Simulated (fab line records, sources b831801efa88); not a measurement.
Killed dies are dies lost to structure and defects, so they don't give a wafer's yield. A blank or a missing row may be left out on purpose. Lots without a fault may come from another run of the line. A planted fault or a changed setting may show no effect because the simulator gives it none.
One fault seen from 2 desks | flow sky130 | each desk has only its own numbers; what lay behind them comes last

THE METROLOGY DESK
What the gauges read, lot by lot, whatever tool the lot ran on: means of the sampled wafers that have a number. A lot is out of limits, marked OUT, if its mean lies more than 4 standard deviations from the usual mean; the brackets give that distance.
Columns: A = SONOS_ONO_CVD_04_THK at SKY_SONOS_ONO_THK_MEAS_05, usual 5.73 nm
lot  | first seen here | A
L231 | day 14 06:50    | 6.56 (+8.3) OUT
L232 | day 14 15:49    | 5.90
L233 | day 14 21:43    | 6.84 (+11) OUT
L240 | day 17 10:37    | 5.74
L245 | day 19 01:36    | 5.74
This desk's finding: out of limits on L231, L233; first on L231, day 14 06:50 (SONOS_ONO_CVD_04_THK at SKY_SONOS_ONO_THK_MEAS_05). In limits: L232, L240, L245.

THE TOOL OWNER'S DESK: lpcvd-03
The tool's own readings at SKY_SONOS_ONO_CVD_04 (deposits SiO2 from SiH4/N2O, target thk 5.7199 nm): means of the sampled wafers that have a number, for each lot that ran on this tool. A lot is out of limits, marked OUT, if its mean lies more than 4 standard deviations from the usual mean; the brackets give that distance.
Columns: A = spike_tc_bottom_C at SKY_SONOS_ONO_CVD_04, usual 917.7 C; B = spike_tc_centre_C at SKY_SONOS_ONO_CVD_04, usual 900.7 C; C = spike_tc_lower_C at SKY_SONOS_ONO_CVD_04, usual 898.5 C; D = susceptor_temp_C at SKY_SONOS_ONO_CVD_04, usual 900.0 C; E = zone_power_bottom_pct at SKY_SONOS_ONO_CVD_04, usual 28.3 %; F = zone_power_centre_pct at SKY_SONOS_ONO_CVD_04, usual 17.4 %; G = zone_power_lower_pct at SKY_SONOS_ONO_CVD_04, usual 16.0 %
lot  | first seen here | A                | B                | C               | D     | E               | F    | G
L231 | day 14 05:35    | 910.8 (-6.3) OUT | 896.2 (-4.5) OUT | 940.1 (+35) OUT | 899.7 | 22.5 (-7.3) OUT | 7.9  | 29.0 (+16) OUT
L232 | day 14 13:55    | 909.7 (-7.2) OUT | 895.0 (-5.7) OUT | 939.8 (+34) OUT | 899.9 | 22.4 (-7.3) OUT | 7.8  | 28.8 (+16) OUT
L233 | day 14 19:51    | 911.7 (-5.5) OUT | 895.6 (-5.1) OUT | 941.3 (+36) OUT | 899.7 | 21.2 (-8.8) OUT | 11.3 | 32.2 (+20) OUT
L240 | day 17 09:21    | 919.1            | 900.3            | 899.3           | 899.9 | 27.7            | 19.4 | 16.5
L245 | day 19 00:20    | 918.2            | 901.6            | 899.0           | 900.2 | 27.9            | 19.3 | 16.7
This desk's finding: out of limits on L231, L232, L233; first on L231, day 14 05:35 (spike_tc_bottom_C at SKY_SONOS_ONO_CVD_04). In limits: L240, L245.

PUT TOGETHER
The tool owner's desk could have raised an alarm at day 14 05:35, on L231, L232, L233.
The metrology desk could have raised an alarm at day 14 06:50, on L231, L233.
The metrology desk has L232 on record, within its limits.
Of the lots named, all ran SKY_SONOS_ONO_CVD_04 on lpcvd-03.

WHAT THE SIMULATOR HAD PUT IN
Process parameter drift: lpcvd-03, from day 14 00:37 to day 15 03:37, at SKY_SONOS_ONO_CVD_04. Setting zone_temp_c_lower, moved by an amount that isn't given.
Lots struck among those shown: L231, L232, L233.
Hours from the fault's start to each desk's first reading out of limits: the tool owner's desk, 5; the metrology desk, 6.
